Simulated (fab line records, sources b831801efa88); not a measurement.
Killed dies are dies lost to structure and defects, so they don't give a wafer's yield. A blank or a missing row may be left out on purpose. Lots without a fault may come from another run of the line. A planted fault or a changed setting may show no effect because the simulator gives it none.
Which tool did it? | flow sky130 | 14 lots, 42 wafers sampled, at 4 steps of a route of 708

WHAT THE GAUGES READ, wafer by wafer
SKY_NWELL_TW_MEAS_26. Usual: NWELL_2_TW 501.3, standard deviation 2.5.
lot  | measured     | on            | NWELL_2_TW        | flag
L408 | day 5 13:08  | film_metro-04 | 502.4 500.1 502.0 |
L409 | day 5 19:22  | film_metro-04 | 501.9 500.8 500.2 |
L410 | day 6 02:41  | film_metro-02 | 503.6 501.2 501.5 |
L411 | day 6 07:13  | film_metro-02 | 500.8 498.0 500.6 |
L412 | day 6 14:23  | film_metro-02 | 500.9 499.0 502.1 |
L414 | day 6 22:23  | film_metro-04 | 494.0 496.6 495.1 |
L415 | day 7 07:31  | film_metro-01 | 501.9 502.4 503.9 |
L416 | day 7 18:10  | film_metro-01 | 503.8 505.6 501.9 |
L417 | day 8 01:03  | film_metro-04 | 499.4 499.9 499.6 |
L418 | day 8 06:43  | film_metro-02 | 508.0 506.1 506.1 |
L420 | day 8 16:07  | film_metro-01 | 502.0 506.5 501.4 |
L424 | day 9 13:16  | film_metro-04 | 499.9 500.9 502.1 |
L427 | day 10 06:05 | film_metro-01 | 505.8 501.9 505.1 |
L429 | day 11 01:16 | film_metro-02 | 504.4 506.3 501.6 |

SKY_VT_ADJUST_LVTN_OVL_MEAS_18. Usual: VT_ADJUST_LVTN_01_OVL -0.8 nm, standard deviation 1.2.
lot  | measured     | on         | VT_ADJUST_LVTN_01_OVL (nm) | flag
L408 | day 7 21:47  | overlay-02 | 0.0 -1.6 -2.8              |
L409 | day 8 07:16  | overlay-01 | -2.0 -1.1 -2.5             |
L410 | day 8 13:50  | overlay-02 | -2.1 -1.2 -0.9             |
L411 | day 8 19:47  | overlay-01 | 0.3 -0.3 -0.1              |
L412 | day 9 03:41  | overlay-02 | -1.8 0.1 -2.1              |
L414 | day 9 12:05  | overlay-02 | -1.5 1.3 0.2               |
L415 | day 9 21:26  | overlay-01 | -0.8 -2.4 -2.3             |
L416 | day 10 10:14 | overlay-01 | -2.6 -2.4 -1.4             |
L417 | day 10 17:44 | overlay-01 | -1.8 0.1 -0.8              |
L418 | day 11 01:11 | overlay-02 | -0.4 -1.8 0.5              |
L420 | day 11 11:23 | overlay-01 | -0.5 -0.9 1.9              |
L424 | day 12 11:02 | overlay-01 | -0.4 -2.2 -4.4             |
L427 | day 13 05:26 | overlay-01 | -0.6 0.8 0.6               |
L429 | day 14 01:53 | overlay-02 | 0.3 -2.7 -2.4              |

SKY_SONOS_TUNNEL_CD_MEAS_07: target cd 410 nm. Usual: cd_nm 408.8 nm, standard deviation 2.4.
lot  | measured     | on        | cd_nm (nm)        | flag
L408 | day 11 13:36 | cd_sem-02 | 411.3 410.3 409.8 |
L409 | day 12 01:32 | cd_sem-02 | 406.8 408.1 409.5 |
L410 | day 12 08:21 | cd_sem-02 | 410.6 410.7 410.7 |
L411 | day 12 15:56 | cd_sem-01 | 407.3 407.3 405.3 |
L412 | day 13 01:22 | cd_sem-02 | 414.5 411.7 413.3 |
L414 | day 13 09:52 | cd_sem-01 | 406.8 406.2 409.1 |
L415 | day 13 20:59 | cd_sem-02 | 410.2 409.4 408.4 |
L416 | day 14 11:44 | cd_sem-01 | 410.5 411.5 413.6 |
L417 | day 14 19:20 | cd_sem-01 | 408.8 409.3 411.6 |
L418 | day 15 04:37 | cd_sem-01 | 406.9 404.3 406.6 |
L420 | day 15 16:54 | cd_sem-02 | 411.6 410.0 408.3 |
L424 | day 16 21:27 | cd_sem-02 | 407.4 406.2 405.4 |
L427 | day 17 20:36 | cd_sem-02 | 405.6 407.5 407.7 |
L429 | day 18 19:51 | cd_sem-01 | 406.3 407.0 408.0 |

WHICH TOOL RAN EACH LOT (tool, then ch and the chambers of the sampled wafers, then the start)
lot  | SKY_FIELD_ISO_WET_ETCH_30
L408 | wet_bench-04 ch 1, day 2 16:09
L409 | wet_bench-04 ch 3, day 2 21:19
L410 | wet_bench-02 ch 0, day 3 02:22
L411 | wet_bench-01 ch 1, day 3 07:22
L412 | wet_bench-02 ch 0, day 3 13:47
L414 | wet_bench-04 ch 0, day 3 20:32
L415 | wet_bench-02 ch 2, day 4 03:28
L416 | wet_bench-02 ch 3, day 4 12:05
L417 | wet_bench-04 ch 2, day 4 18:04
L418 | wet_bench-04 ch 3, day 4 23:08
L420 | wet_bench-04 ch 1, day 5 06:11
L424 | wet_bench-02 ch 0, day 6 01:26
L427 | wet_bench-04 ch 1, day 6 17:14
L429 | wet_bench-02 ch 0, day 7 08:11
- SKY_FIELD_ISO_WET_ETCH_30: etches SiO2 in dHF, target depth 25 nm, time 50 s.

WHAT THE TOOLS THEMSELVES READ (means of the sampled wafers that have a number; where no wafer has one, the mark that the record gives instead)
SKY_FIELD_ISO_WET_ETCH_30. Usual: run_length_s 78.3 s, standard deviation 2.9.
lot  | tool         | run_length_s (s) | flag
L408 | wet_bench-04 | 77.3             |
L409 | wet_bench-04 | 75.8             |
L410 | wet_bench-02 | 76.7             |
L411 | wet_bench-01 | 76.4             |
L412 | wet_bench-02 | 75.8             |
L414 | wet_bench-04 | 76.7             |
L415 | wet_bench-02 | 83.7             |
L416 | wet_bench-02 | 77.5             |
L417 | wet_bench-04 | 76.3             |
L418 | wet_bench-04 | 75.8             |
L420 | wet_bench-04 | 82.2             |
L424 | wet_bench-02 | 63.5             | OFF
L427 | wet_bench-04 | 82.3             |
L429 | wet_bench-02 | 68.7             | OFF

THE ANSWER, worked out from the rows above alone
Rule: a lot is off if the mean of its wafers that have a number lies more than 3 standard deviations from the usual mean. A lot without any number at a reading at which 4 lots or more have one is off too. The other lots that the step has rows for count as sound. The gauges are gone through in route order, then the tools' own readings, and for those a lot's mean is taken as printed above. The first step at which some lot is off is used, and at that step the reading that is off furthest; a lot without a number counts as furthest.
Off: L424, L429, at SKY_FIELD_ISO_WET_ETCH_30 (run_length_s).
A tool fits if, at that step or a process step before it, it ran every lot that is off, and no sound lot after the first of them. One fits: wet_bench-02 at SKY_FIELD_ISO_WET_ETCH_30. Its last sound lot is L416 (day 4 12:05), its first lot that is off L424 (day 6 01:26): a fault that began between those two fits.

WHAT THE SIMULATOR HAD PUT IN
Process parameter drift: wet_bench-02, from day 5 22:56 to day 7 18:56, at SKY_FIELD_ISO_WET_ETCH_30. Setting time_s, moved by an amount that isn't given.
Lots struck among those shown: L424, L429. The rule above found the same.
